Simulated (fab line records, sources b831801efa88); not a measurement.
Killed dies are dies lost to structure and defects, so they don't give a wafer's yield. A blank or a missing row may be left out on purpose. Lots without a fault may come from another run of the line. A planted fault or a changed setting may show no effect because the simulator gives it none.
Which tool did it? | flow sky130 | 14 lots, 42 wafers sampled, at 4 steps of a route of 708

WHAT THE GAUGES READ, wafer by wafer
SKY_POLY_CUT_CD_MEAS_08: target cd 270 nm.
lot  | measured     | on        | cd_nm (nm)
L405 | day 23 18:16 | cd_sem-01 | 269.1 268.8 267.9
L406 | day 24 12:22 | cd_sem-02 | 268.1 269.7 269.1
L408 | day 25 00:32 | cd_sem-01 | 269.5 268.7 269.2
L415 | day 27 15:27 | cd_sem-02 | 265.9 265.0 266.7
L416 | day 28 04:33 | cd_sem-02 | 268.0 269.2 269.2
L417 | day 28 10:22 | cd_sem-02 | 270.3 269.5 270.3
L418 | day 28 20:48 | cd_sem-02 | 270.5 271.8 270.0
L419 | day 29 05:44 | cd_sem-02 | 272.8 273.0 272.5
L423 | day 30 11:36 | cd_sem-01 | 271.2 271.6 272.0
L424 | day 30 13:57 | cd_sem-01 | 270.7 271.5 270.0
L425 | day 30 19:30 | cd_sem-02 | 270.4 270.5 270.0
L426 | day 31 06:06 | cd_sem-02 | 269.0 268.6 269.7
L427 | day 31 09:02 | cd_sem-01 | 269.4 271.0 272.0
L428 | day 31 16:19 | cd_sem-01 | 270.7 270.5 272.0

SKY_POLY_CUT_OVL_MEAS_09.
lot  | measured     | on         | POLY_CUT_OVL (nm)
L405 | day 23 18:23 | overlay-01 | -8 -11 -4
L406 | day 24 12:28 | overlay-02 | 9 -2 7
L408 | day 25 00:40 | overlay-01 | -4 0 0
L415 | day 27 15:34 | overlay-02 | -12 -11 -5
L416 | day 28 04:40 | overlay-01 | -7 -2 -2
L417 | day 28 10:28 | overlay-01 | 0 3 4
L418 | day 28 20:55 | overlay-02 | -5 -4 1
L419 | day 29 05:50 | overlay-02 | 4 7 10
L423 | day 30 11:43 | overlay-02 | -4 -8 -2
L424 | day 30 14:04 | overlay-01 | -3 1 -5
L425 | day 30 19:37 | overlay-01 | 3 3 -3
L426 | day 31 06:13 | overlay-02 | -13 -5 -5
L427 | day 31 09:10 | overlay-02 | 1 8 2
L428 | day 31 16:26 | overlay-02 | -5 -7 2

SKY_CONTACT_BOW_MEAS_05.
lot  | measured     | on            | CONTACT_BOW (um)
L405 | day 30 00:38 | film_metro-03 | 87 86 81
L406 | day 30 16:56 | film_metro-03 | 83 83 74
L408 | day 31 02:16 | film_metro-02 | 80 87 79
L415 | day 33 14:07 | film_metro-02 | 73 77 68
L416 | day 34 04:14 | film_metro-01 | 81 95 83
L417 | day 34 11:07 | film_metro-02 | 86 81 77
L418 | day 34 19:55 | film_metro-02 | 75 86 84
L419 | day 35 03:36 | film_metro-02 | 87 71 67
L423 | day 36 07:24 | film_metro-02 | 94 88 78
L424 | day 36 09:35 | film_metro-02 | 78 73 79
L425 | day 36 16:56 | film_metro-03 | 76 80 78
L426 | day 37 00:08 | film_metro-02 | 76 86 72
L427 | day 37 04:03 | film_metro-01 | 80 91 71
L428 | day 37 08:05 | film_metro-02 | 97 86 93

WHICH TOOL RAN EACH LOT (tool, then ch and the chambers of the sampled wafers, then the start)
lot  | SKY_LOCAL_INTERCONNECT_STRIP_16
L405 | wet_bench-04 ch 3, day 29 23:35
L406 | wet_bench-01 ch 2, day 30 15:53
L408 | wet_bench-04 ch 3, day 31 01:02
L415 | wet_bench-01 ch 0, day 33 13:07
L416 | wet_bench-04 ch 0, day 34 03:14
L417 | wet_bench-04 ch 2, day 34 09:28
L418 | wet_bench-03 ch 3, day 34 18:53
L419 | wet_bench-01 ch 0, day 35 02:31
L423 | wet_bench-01 ch 3, day 36 06:22
L424 | wet_bench-01 ch 1, day 36 08:34
L425 | wet_bench-01 ch 1, day 36 15:32
L426 | wet_bench-03 ch 2, day 36 22:26
L427 | wet_bench-03 ch 2, day 37 02:59
L428 | wet_bench-03 ch 2, day 37 07:01
- SKY_LOCAL_INTERCONNECT_STRIP_16: strips in post etch residue remover, time 1200 s.

WHAT THE TOOLS THEMSELVES READ (means of the sampled wafers that have a number; where no wafer has one, the mark that the record gives instead)
SKY_LOCAL_INTERCONNECT_STRIP_16.
lot  | tool         | run_length_s (s)
L405 | wet_bench-04 | 1235
L406 | wet_bench-01 | 1226
L408 | wet_bench-04 | 1235
L415 | wet_bench-01 | 1226
L416 | wet_bench-04 | 1476
L417 | wet_bench-04 | 1475
L418 | wet_bench-03 | 1235
L419 | wet_bench-01 | 1232
L423 | wet_bench-01 | 1226
L424 | wet_bench-01 | 1225
L425 | wet_bench-01 | 1225
L426 | wet_bench-03 | 1232
L427 | wet_bench-03 | 1232
L428 | wet_bench-03 | 1232

THE ANSWER, worked out from the rows above alone
Rule: what is usual is taken from the lots themselves. Put in order of their means at a reading, lots are off if they are a third of the lots or fewer, leave a main group of 4 or more, and stand apart from it by a gap of 3 or more times the standard deviation of the main group's means; of several such gaps the widest counts. A main group whose means are all the same, to the digits that the tables above print for the reading, isn't used. A lot without any number at a reading at which 4 lots or more have one is off too. The other lots that the step has rows for count as sound. The gauges are gone through in route order, then the tools' own readings, and for those a lot's mean is taken as printed above. The first step at which some lot is off is used, and at that step the reading that is off furthest; a lot without a number counts as furthest.
Off: L416, L417, at SKY_LOCAL_INTERCONNECT_STRIP_16 (run_length_s). The main group: mean 1230 s, standard deviation 4.
A tool fits if, at that step or a process step before it, it ran every lot that is off, and no sound lot after the first of them. One fits: wet_bench-04 at SKY_LOCAL_INTERCONNECT_STRIP_16. Its last sound lot is L408 (day 31 01:02), its first lot that is off L416 (day 34 03:14): a fault that began between those two fits.
The tool's own readings at SKY_LOCAL_INTERCONNECT_STRIP_16 bear it out: on the lots that are off they differ by more than 5 times the standard deviation of the sound lots' means. run_length_s reads 1476 s there against 1230 s on the sound lots.

WHAT THE SIMULATOR HAD PUT IN
Process parameter drift: wet_bench-04, from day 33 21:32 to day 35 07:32, at SKY_LOCAL_INTERCONNECT_STRIP_16. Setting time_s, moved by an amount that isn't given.
Lots struck among those shown: L416, L417. The rule above found the same.
